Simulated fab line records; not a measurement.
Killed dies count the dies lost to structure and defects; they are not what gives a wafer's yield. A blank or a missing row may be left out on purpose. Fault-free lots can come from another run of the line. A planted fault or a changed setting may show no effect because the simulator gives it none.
Problem report, 8D (eight disciplines) form, completed by code :: flow sky130 :: the parts of the form that need people (team, actions taken, sign-off) are left out

## 1. WHAT IS WRONG
METAL2_ALCU_THK at SKY_METAL2_THK_MEAS_06 reads a mean of 230.8 nm on 6 wafers of 2 lots; wafers without a fault read 246.4 nm with a standard deviation of 2.8. Relative to the usual mean, that is a shift of -5.6 standard deviations.
The step: measures by xrf.
Seen first at day 39 08:15 on film metro-02, wafer L836.1. Wafers with a number at this step in the record: 36, from 12 lots. Rule for "out", or "out of limits": more than 4 standard deviations from the usual mean. The other wafers with a number count as sound.

## 2. WHAT IT IS, AND WHAT IT ISN'T
question: which readings at this step
is: METAL2_ALCU_THK
is not: -

question: which lots
is: L836, L839
is not: L821, L824, L827, L828, L829, L830, L833, L841, L843, L844

question: which wafers of those lots
is: all that have a number
is not: -

question: read on which gauges
is: film metro-02, film metro-04
is not: film metro-01

question: when
is: from day 39 08:15
is not: up to then (21 sound wafers); but 9 sound wafers of L841, L843, L844 came after

## 3. SUSPECTS, AND WHAT RULES EACH OUT
Counting: a tool stays on the suspect list if, at a process step up to the reading, it processed all lots that are out and no sound lot following the first of them.
- ruled out: the gauge at SKY_METAL2_THK_MEAS_06. The wafers that are out were read on 2 gauges (film metro-02, film metro-04).
- pvd sputter-04 at SKY_METAL2_SPUTTER_04 (material TiN, target thk 70 nm, time 58.3 s): kept. It processed each lot that is out, first L836 at day 39 08:05, and no sound lot thereafter; up to then, the last sound lot it processed was L829 at day 37 04:08.
The count leaves pvd sputter-04 at SKY_METAL2_SPUTTER_04.

## 4. THE CAUSE (what the simulator had put in)
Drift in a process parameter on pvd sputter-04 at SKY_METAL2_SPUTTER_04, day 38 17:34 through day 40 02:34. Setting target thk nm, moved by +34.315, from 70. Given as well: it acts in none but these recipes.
This tool alone remained once counting was done.

## 5. THE EFFECT CHAIN, in route order
One row per reading whose mean, taken over the struck wafers that have a number, lies over 3 standard deviations from the usual. Only readings whose record carries a usual standard deviation are examined. hours: median over the lots of the time between each lot's start at the first step of this table that gives one and its start at this step. sigmas: the change, counted in usual standard deviations.
hours: 0
step: SKY_METAL2_THK_MEAS_06
reading: METAL2_ALCU_THK
usual: 246.4 nm
on struck wafers: 230.8
change: -15.7
sigmas: -5.6
Later steps that measure or inspect, where all struck wafers having a row at the step show a number for every such reading and not one has moved that far: SKY_VIA2_BOW_MEAS_03.

## 6. HOW IT WOULD HAVE BEEN CAUGHT EARLIER
In this record the first reading out of limits at a measuring or inspecting step was taken at day 39 08:15, 15 hours after the fault began at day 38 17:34.
Of the tool readings at SKY_METAL2_SPUTTER_04 for which the record gives a usual standard deviation, none was out on any struck wafer, so an alarm limit of 4 standard deviations on them would not have fired.
Lots out: 2; of these, L839 started SKY_METAL2_SPUTTER_04 on pvd sputter-04 after day 39 08:15. Holding the tool at that time would have saved it.
